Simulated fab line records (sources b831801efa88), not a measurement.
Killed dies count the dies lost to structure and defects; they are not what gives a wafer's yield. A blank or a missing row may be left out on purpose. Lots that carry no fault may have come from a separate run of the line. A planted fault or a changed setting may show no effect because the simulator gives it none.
fab line records | flow sfq-line
record lots=6 wafers=18 last-day=91
route steps=325 shown I0@51 M1@58
lots that met no fault: from a run of the same line without faults
start-h: start of the lot's first displayed wafer, in hours after the record's first day | wait-h: hours from the lot's prior step to this one | " the same as in the row above | L1.1+2: one row covering several wafers at once | - no value, or no start given | * or withheld: withheld | < > ~ a bound
route shown NAME@n: names a module that has steps shown in the file, with the first one's number in the route | usual: mean/standard deviation taken from wafers without a fault | same: alike in all rows | chamber/n: place in a boat | sites: each site's reading | _std_site: the standard deviation of these | _edge_site: inner sites' mean taken away from outer sites' mean | radius-mm: how far each site lies from the wafer's centre | mask NAME#n: copy n | behind: the tool/chamber that last shaped the wafer | hold: why the lot went on hold/how many hours it stayed there/how the hold came to an end | device: which transistor (n, p or np) failed to switch | end of line: the tests these same wafers got at the end of their route | a step without rows: its recipe alone | killed: dies lost to structure and defects at the first sort, not the wafer's yield | map: dies across one wafer; x = killed, . = not, _ = none there
set.NAME: the setting that was run; set.NAME@STEP: the one run at that earlier step | model.NAME: the simulator's own value behind a step, which no gauge read
lots at some steps of the route; a table a step, a row a wafer
services: when a tool's chamber went out of use (start-h, in hours from the record's first day, below 0 if earlier), for how many hours, and the reason
## steps
# step SFQ_TRILAYER_I0_VIA_LITHO_PEB_034
# recipe peb-temp-c=115 peb-time-s=60 resist=KrF
# step SFQ_TRILAYER_I0_VIA_LITHO_DEVELOP_033
# recipe time-s=60 resist=KrF
# step SFQ_I0_OVL_MEAS_908
# usual I0_OVL=2/4.4
# columns lot.wafer tool chamber start-h wait-h I0_OVL[nm]
L236.1 overlay-01 - 393.34 0.1 0
L236.2 " - " " 3
L236.4 " - " " 7
L237.1 overlay-01 - 401.74 0.1 -3
L237.2 " - " " -2
L237.6 " - " " -4
L247.2 overlay-01 - 536.29 0.1 4
L247.3 " - " " 2
L247.5 " - " " 6
L248.1 overlay-02 - 541.08 0.1 -1
L248.2 " - " " -4
L248.4 " - " " -7
L252.1 overlay-02 - 587.78 0.1 4
L252.2 " - " " 0
L252.6 " - " " 0
L256.2 overlay-01 - 615.64 0.1 -10
L256.3 " - " " -5
L256.5 " - " " -5
# step SFQ_TRILAYER_I0_VIA_BARC_OPEN_VIA_ETCH_046
# recipe mask-material=PR chemistry=O2 target-depth-nm=125 target=BARC source-w=500 bias-w=80 pressure-mtorr=30 time-s=41.7
# step SFQ_TRILAYER_I0_VIA_ETCH_VIA_ETCH_034
# recipe target=SiO2 stop-on=Nb mask-material=PR taper-deg=20 chemistry=CHF3 target-depth-nm=260 source-w=500 bias-w=80 pressure-mtorr=30 time-s=withheld
# usual drypump-motor-current-A=6.0/0.41 oes-product-au=0.853/0.0054 rf-fwd-power-W=497.9/1.6
# columns lot.wafer tool chamber start-h wait-h drypump-motor-current-A oes-product-au rf-fwd-power-W
L236.1 rie-diel-01 3 393.41 0.0 6.4 0.856 496.6
L236.2 " 0 " " 5.5 0.862 498.2
L236.4 " 2 " " 5.9 0.858 498.6
L237.1 rie-diel-01 2 401.81 0.0 5.9 0.857 496.0
L237.2 " 0 " " 5.6 0.842 497.5
L237.6 " 0 " " 5.6 0.852 497.8
L247.2 rie-diel-01 1 536.36 0.0 6.7 0.864 498.4
L247.3 " 2 " " 5.9 0.847 497.0
L247.5 " 3 " " 6.4 0.847 495.5
L248.1 rie-diel-04 0 541.16 0.0 5.8 0.848 496.4
L248.2 " 1 " " 6.1 0.855 496.4
L248.4 " 3 " " 6.1 0.847 499.0
L252.1 rie-diel-04 2 587.86 0.0 5.1 0.847 500.9
L252.2 " 1 " " 6.1 0.855 495.1
L252.6 " 0 " " 5.8 0.851 500.9
L256.2 rie-diel-01 2 615.71 0.0 5.9 0.855 499.7
L256.3 " 1 " " 6.7 0.854 499.0
L256.5 " 3 " " 6.4 0.859 495.9
# step SFQ_TRILAYER_I0_VIA_STRIP_STRIP_035
# recipe gas=O2 power-w=200 platen-temp-c=40 overash-fraction=0.65 chemistry=O2 pressure-mtorr=50
# usual drypump-motor-current-A=5.56/0.29 oes-product-au=1.000/0.0068
# columns lot.wafer tool chamber start-h wait-h drypump-motor-current-A oes-product-au rf-hours-counter-h
L236.1 rie-metal-04 1 393.52 - 5.35 1.002 167
L236.2 " 0 " " 5.17 0.996 8
L236.4 " 0 " " 5.17 1.009 -
L237.1 rie-metal-02 0 401.92 - 6.02 0.997 117
L237.2 " 1 " " 5.75 1.001 76
L237.6 " 1 " " 5.75 0.999 -
L247.2 rie-metal-04 1 536.47 - 5.32 0.997 12
L247.3 " 0 " " 5.16 0.986 -
L247.5 " 1 " " 5.31 0.992 -
L248.1 rie-metal-04 1 541.27 - 5.33 0.994 12
L248.2 " 0 " " 5.18 0.998 25
L248.4 " 1 " " 5.31 0.993 -
L252.1 rie-metal-04 0 587.97 - 5.18 1.004 31
L252.2 " 1 " " 5.33 1.007 18
L252.6 " 1 " " 5.35 1.001 -
L256.2 rie-metal-02 1 615.82 - 5.77 0.999 103
L256.3 " 0 " " 5.97 1.000 -
L256.5 " 0 " " 5.99 0.998 -
# step SFQ_TRILAYER_I0_VIA_STRIP_SOLV_CLEAN_036
# recipe chemistry=NMP temp-c=70 time-s=600
# step SFQ_TRILAYER_M1_DEP_PRE_CLEAN_038
# recipe gas=Ar time-s=22.5 bias-v=250
# step SFQ_TRILAYER_M1_DEP_SPUTTER_037
# recipe material=Nb base-pressure-pa=1.33e-06 chamber-pressure-pa=0.1333 substrate-temp-c=20 resputter-cathode-voltage-v=400 target-thk-nm=200 power-w=2000 time-s=133.3
# usual throttle-valve-pct=30.0/0.97
# columns lot.wafer tool chamber start-h wait-h throttle-valve-pct
L236.1 pvd-sputter-04 - 394.33 0.0 28.8
L236.2 " - " " 29.0
L236.4 " - " " 29.3
L237.1 pvd-sputter-03 - 402.73 0.0 29.6
L237.2 " - " " 31.9
L237.6 " - " " 29.3
L247.2 pvd-sputter-04 - 537.29 0.0 30.7
L247.3 " - " " 29.0
L247.5 " - " " 29.1
L248.1 pvd-sputter-03 - 542.07 0.0 29.8
L248.2 " - " " 32.1
L248.4 " - " " 30.9
L252.1 pvd-sputter-03 - 588.79 0.0 29.7
L252.2 " - " " 31.9
L252.6 " - " " 29.6
L256.2 pvd-sputter-04 - 616.62 0.0 28.7
L256.3 " - " " 30.8
L256.5 " - " " 29.0
# step SFQ_M1_RS_MEAS_909
# recipe thk-meas-gauge=four-point-probe reads=Nb_of_TRILAYER_M1_DEP_SPUTTER_037
# usual M1_NB_RS=0.893/0.0096
# columns lot.wafer tool chamber start-h wait-h M1_NB_RS[ohm/sq]
L236.1 film-metro-04 - 394.42 0.0 0.887
L236.2 " - " " 0.877
L236.4 " - " " 0.884
L237.1 film-metro-04 - 402.82 0.0 0.905
L237.2 " - " " 0.903
L237.6 " - " " 0.907
L247.2 film-metro-04 - 537.40 0.1 0.894
L247.3 " - " " 0.886
L247.5 " - " " 0.888
L248.1 film-metro-02 - 542.16 0.0 0.886
L248.2 " - " " 0.890
L248.4 " - " " 0.887
L252.1 film-metro-01 - 588.88 0.0 0.884
L252.2 " - " " 0.881
L252.6 " - " " 0.883
L256.2 film-metro-01 - 616.73 0.1 0.882
L256.3 " - " " 0.899
L256.5 " - " " 0.884
# step SFQ_TRILAYER_M1_LITHO_COAT_044
# recipe resist=BARC spin-rpm=3000 resist-thk-nm=62
# step SFQ_TRILAYER_M1_LITHO_COAT_039
# recipe resist=KrF spin-rpm=3000 resist-thk-nm=600
# usual spin-speed-rpm=3000.1/2
# columns lot.wafer tool chamber start-h wait-h spin-speed-rpm model.KrF_of_TRILAYER_M1_LITHO_COAT_039.thk-nm
L236.1 litho-track-02 0 394.90 0.2 2999.4 599.2
L236.2 " 0 " " 2999.1 600
L236.4 " 0 " " 3000.5 597.7
L237.1 litho-track-04 0 403.30 0.2 2998.9 599.3
L237.2 " 0 " " 2995.6 597.4
L237.6 " 0 " " 2998.3 597
L247.2 litho-track-04 0 537.91 0.2 3000.4 605.6
L247.3 " 0 " " 2998.7 608
L247.5 " 0 " " 2999.3 605.7
L248.1 litho-track-04 0 542.64 0.2 3001.4 606.1
L248.2 " 0 " " 2999.3 604.9
L248.4 " 0 " " 2997.2 606.3
L252.1 litho-track-01 0 589.36 0.2 2996.7 599.9
L252.2 " 0 " " 3003.5 601.3
L252.6 " 0 " " 2998.3 603.3
L256.2 litho-track-01 0 617.24 0.2 2998.9 597.7
L256.3 " 0 " " 2999.4 597.8
L256.5 " 0 " " 2999.5 598.1
# step SFQ_TRILAYER_M1_LITHO_SOFTBAKE_043
# recipe temp-c=withheld time-s=withheld resist=KrF
# step SFQ_TRILAYER_M1_LITHO_EXPOSE_040
# recipe mask-id=M1 na=0.6 source-shape=conventional sigma-outer=0.65 target-cd-nm=500 dose-mj=14.4
# step SFQ_TRILAYER_M1_LITHO_PEB_042
# recipe peb-temp-c=115 peb-time-s=60 resist=KrF
# step SFQ_TRILAYER_M1_LITHO_DEVELOP_041
# recipe time-s=60 resist=KrF
# step SFQ_M1_OVL_MEAS_911
# usual M1_OVL=-1/6.5
# columns lot.wafer tool chamber start-h wait-h M1_OVL[nm]
L236.1 overlay-01 - 556.68 0.1 5
L236.2 " - " " -1
L236.4 " - " " -4
L237.1 overlay-01 - 563.88 0.1 1
L237.2 " - " " -4
L237.6 " - " " -4
L247.2 overlay-01 - 696.74 0.1 -5
L247.3 " - " " -6
L247.5 " - " " -8
L248.1 overlay-01 - 699.13 0.1 -6
L248.2 " - " " 2
L248.4 " - " " -1
L252.1 overlay-01 - 735.13 0.1 1
L252.2 " - " " 5
L252.6 " - " " 9
L256.2 overlay-02 - 766.60 0.1 -2
L256.3 " - " " 7
L256.5 " - " " 8
# step SFQ_TRILAYER_M1_BARC_OPEN_METAL_ETCH_054
# recipe mask-material=PR chemistry=O2 target-depth-nm=125 target=BARC icp-w=600 bias-w=80 pressure-mtorr=10 time-s=41.7
# usual drypump-motor-current-A=5.65/0.27 oes-product-au=0.685/0.0044 rf-fwd-power-W=593.8/2.5
# columns lot.wafer tool chamber start-h wait-h drypump-motor-current-A oes-product-au rf-fwd-power-W rf-hours-counter-h
L236.1 rie-metal-01 1 556.72 0.0 5.74 0.676 594.0 41
L236.2 " 0 " " 5.80 0.684 592.4 111
L236.4 " 0 " " 5.78 0.687 587.5 -
L237.1 rie-metal-02 0 563.92 0.0 5.97 0.679 592.8 135
L237.2 " 1 " " 5.75 0.677 594.9 96
L237.6 " 0 " " 5.99 0.689 596.6 -
L247.2 rie-metal-04 1 696.77 0.0 5.33 0.684 591.2 31
L247.3 " 0 " " 5.16 0.690 587.7 -
L247.5 " 1 " " 5.35 0.682 593.7 -
L248.1 rie-metal-04 1 699.17 0.0 5.35 0.687 594.9 32
L248.2 " 0 " " 5.16 0.685 588.3 45
L248.4 " 0 " " 5.17 0.683 592.9 -
L252.1 rie-metal-04 1 735.17 0.0 5.31 0.682 595.5 37
L252.2 " 0 " " 5.17 0.683 593.4 51
L252.6 " 0 " " 5.16 0.688 594.1 -
L256.2 rie-metal-01 1 766.63 0.0 5.69 0.678 597.4 72
L256.3 " 0 " " 5.80 0.678 590.5 -
L256.5 " 0 " " 5.81 0.685 591.0 -
# step SFQ_TRILAYER_M1_ETCH_METAL_ETCH_042
# recipe target=Nb stop-on=SiO2 mask-material=PR chemistry=Cl2/Ar target-depth-nm=240 icp-w=600 bias-w=80 pressure-mtorr=10 time-s=120
# usual drypump-motor-current-A=5.65/0.27 oes-product-au=0.892/0.0068 rf-fwd-power-W=596.7/2
# columns lot.wafer tool chamber start-h wait-h drypump-motor-current-A oes-product-au rf-fwd-power-W rf-hours-counter-h model.KrF_of_TRILAYER_M1_LITHO_COAT_039.thk-nm
L236.1 rie-metal-01 1 556.78 0.0 5.72 0.900 599.4 42 380.6
L236.2 " 0 " " 5.80 0.902 592.6 111 382.2
L236.4 " 0 " " 5.79 0.895 593.5 - 378
L237.1 rie-metal-02 0 563.98 0.0 5.94 0.893 596.9 135 383.1
L237.2 " 1 " " 5.77 0.890 599.0 96 379.4
L237.6 " 0 " " 5.94 0.890 596.1 - 379.9
L247.2 rie-metal-04 1 696.82 0.0 5.34 0.895 597.4 31 385.5
L247.3 " 0 " " 5.17 0.899 597.0 - 390.5
L247.5 " 1 " " 5.31 0.901 598.8 - 386.1
L248.1 rie-metal-04 1 699.22 0.0 5.35 0.893 597.9 32 389.8
L248.2 " 0 " " 5.17 0.895 597.3 45 388.7
L248.4 " 0 " " 5.17 0.903 596.0 - 389.6
L252.1 rie-metal-04 1 735.22 0.0 5.34 0.892 595.1 37 381.3
L252.2 " 0 " " 5.17 0.901 591.8 51 382.3
L252.6 " 0 " " 5.17 0.897 594.8 - 384.8
L256.2 rie-metal-01 1 766.69 0.0 5.74 0.895 596.6 72 380.7
L256.3 " 0 " " 5.81 0.886 595.2 - 379.7
L256.5 " 0 " " 5.82 0.892 594.5 - 380.8
# step SFQ_TRILAYER_M1_STRIP_STRIP_043
# recipe gas=O2 power-w=200 platen-temp-c=40 overash-fraction=0.65 chemistry=O2 pressure-mtorr=50
# usual drypump-motor-current-A=5.64/0.27 oes-product-au=0.999/0.008
# columns lot.wafer tool chamber start-h wait-h drypump-motor-current-A oes-product-au rf-hours-counter-h
L236.1 rie-metal-01 1 556.90 0.1 5.72 1.009 42
L236.2 " 0 " " 5.80 0.999 111
L236.4 " 0 " " 5.79 0.997 -
L237.1 rie-metal-02 0 564.10 0.1 6.02 0.983 135
L237.2 " 1 " " 5.78 0.992 96
L237.6 " 0 " " 5.94 0.995 -
L247.2 rie-metal-04 1 696.95 0.1 5.33 1.012 32
L247.3 " 0 " " 5.17 1.018 -
L247.5 " 1 " " 5.35 1.019 -
L248.1 rie-metal-04 1 699.35 0.1 5.35 1.011 32
L248.2 " 0 " " 5.17 1.003 45
L248.4 " 0 " " 5.18 1.000 -
L252.1 rie-metal-04 1 735.35 0.1 5.32 0.993 37
L252.2 " 0 " " 5.18 0.989 51
L252.6 " 0 " " 5.18 0.998 -
L256.2 rie-metal-01 1 766.81 0.1 5.72 1.010 72
L256.3 " 0 " " 5.84 1.017 -
L256.5 " 0 " " 5.84 1.008 -
## services
# columns tool chamber start-h hours kind
rie-metal-02 - 374.66 4.3 pm
rie-diel-01 - 375.64 14.6 pm
rie-metal-04 - 418.60 14.6 pm
rie-metal-02 0 424.22 3.2 repair
rie-diel-01 - 427.09 0.5 repair
pvd-sputter-03 - 430.07 11.9 repair
rie-metal-01 - 439.11 2.8 pm
pvd-sputter-04 - 447.31 1.6 repair
rie-metal-02 - 472.20 1.0 repair
rie-diel-01 0 476.39 9.7 repair
pvd-sputter-04 - 494.28 4.3 repair
rie-metal-01 - 495.72 0.1 repair
rie-diel-01 3 495.96 12.3 repair
rie-metal-04 - 579.00 0.1 repair
rie-metal-01 0 585.60 5.9 repair
rie-diel-01 - 608.22 4.3 pm
pvd-sputter-03 - 612.34 0.7 repair
rie-diel-01 0 614.73 21.5 repair
rie-diel-01 1 645.92 9.9 repair
rie-metal-01 1 662.95 9.9 repair
pvd-sputter-03 - 668.52 1.9 repair
rie-metal-01 0 679.89 1.5 repair
rie-diel-01 2 746.51 2.6 repair
rie-metal-04 1 758.70 13.0 repair
## key
first-sign none at tools or gauges
model-effect step=SFQ_TRILAYER_M1_LITHO_COAT_039 value=KrF_of_TRILAYER_M1_LITHO_COAT_039.thk-nm without=598.5 struck=606.1
model-effect step=SFQ_TRILAYER_M1_ETCH_METAL_ETCH_042 value=KrF_of_TRILAYER_M1_LITHO_COAT_039.thk-nm without=380.8 struck=388.4
met-at SFQ_TRILAYER_M1_LITHO_COAT_039
struck-wafers L247.2,L247.3,L247.5,L248.1,L248.2,L248.4
onset-between 403.30 537.91
fault kind=process-parameter-drift tool=litho-track-04 chamber=- onset-h=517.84 steps=SFQ_TRILAYER_M1_LITHO_COAT_039 channel=resist-thk-nm offset=7.6103 shape=step end-h=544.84 acts-in=these-recipes-only stated=600
